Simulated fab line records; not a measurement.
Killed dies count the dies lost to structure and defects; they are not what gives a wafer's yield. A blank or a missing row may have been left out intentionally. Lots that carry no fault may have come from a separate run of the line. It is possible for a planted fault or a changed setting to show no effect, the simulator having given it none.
One fault seen from 2 desks -- flow sky130 -- what lay behind the numbers comes last; until then each desk has only its own

FROM THE METROLOGY DESK
What the gauges read, lot by lot, whatever tool the lot ran on: means of the sampled wafers that have a number. A lot is out of limits, marked OUT, if its mean lies more than 4 standard deviations from the usual mean; the brackets give that distance.
Columns: A = PAD_OPEN_BOW at SKY_PAD_OPEN_BOW_MEAS_13, usual 48 um
lot,first seen here,A
L550,day 46 04:19,54
L551,day 46 08:28,51
L552,day 46 20:17,47
L553,day 47 00:47,49
L554,day 47 04:52,27
L559,day 48 11:44,42
L565,day 49 11:56,49
L567,day 50 01:27,50
L568,day 50 04:25,54
L569,day 50 11:01,46
L570,day 50 16:00,36
L572,day 50 21:27,50
L573,day 51 01:38,50
This desk found nothing out of limits on any of the 13 lots.

THE TOOL OWNER'S DESK: cmp-02
The tool's own readings at SKY_CONTACT_CMP_27 (polishes, stops on SiO2, t overpolish 15 s, target thk 0 nm): means of the sampled wafers that have a number, for each lot that ran on this tool. A lot is out of limits, marked OUT, if its mean lies more than 4 standard deviations from the usual mean; the brackets give that distance.
Columns: A = motor_current_A at SKY_CONTACT_CMP_27, usual 11.7 A; B = overpolish_run_s at SKY_CONTACT_CMP_27, usual 14.999 s; C = platen_rpm at SKY_CONTACT_CMP_27, usual 59.99 rpm; D = time_to_endpoint_s at SKY_CONTACT_CMP_27, usual 80 s
lot,first seen here,A,B,C,D
L551,day 32 06:41,13.0,15.008,59.99,85
L552,day 32 23:20,10.4,15.001,59.96,75
L553,day 33 01:49,10.8,14.996,59.99,76
L567,day 37 08:10,10.7,15.004,60.01,79
L569,day 37 21:59,12.0,14.993,59.98,80
L572,day 38 15:23,10.6,14.998,60.02,79
This desk found nothing out of limits on any of the 6 lots.

TAKEN TOGETHER
The metrology desk saw nothing out of limits.
The tool owner's desk saw nothing out of limits.

WHAT WAS PUT IN BY THE SIMULATOR
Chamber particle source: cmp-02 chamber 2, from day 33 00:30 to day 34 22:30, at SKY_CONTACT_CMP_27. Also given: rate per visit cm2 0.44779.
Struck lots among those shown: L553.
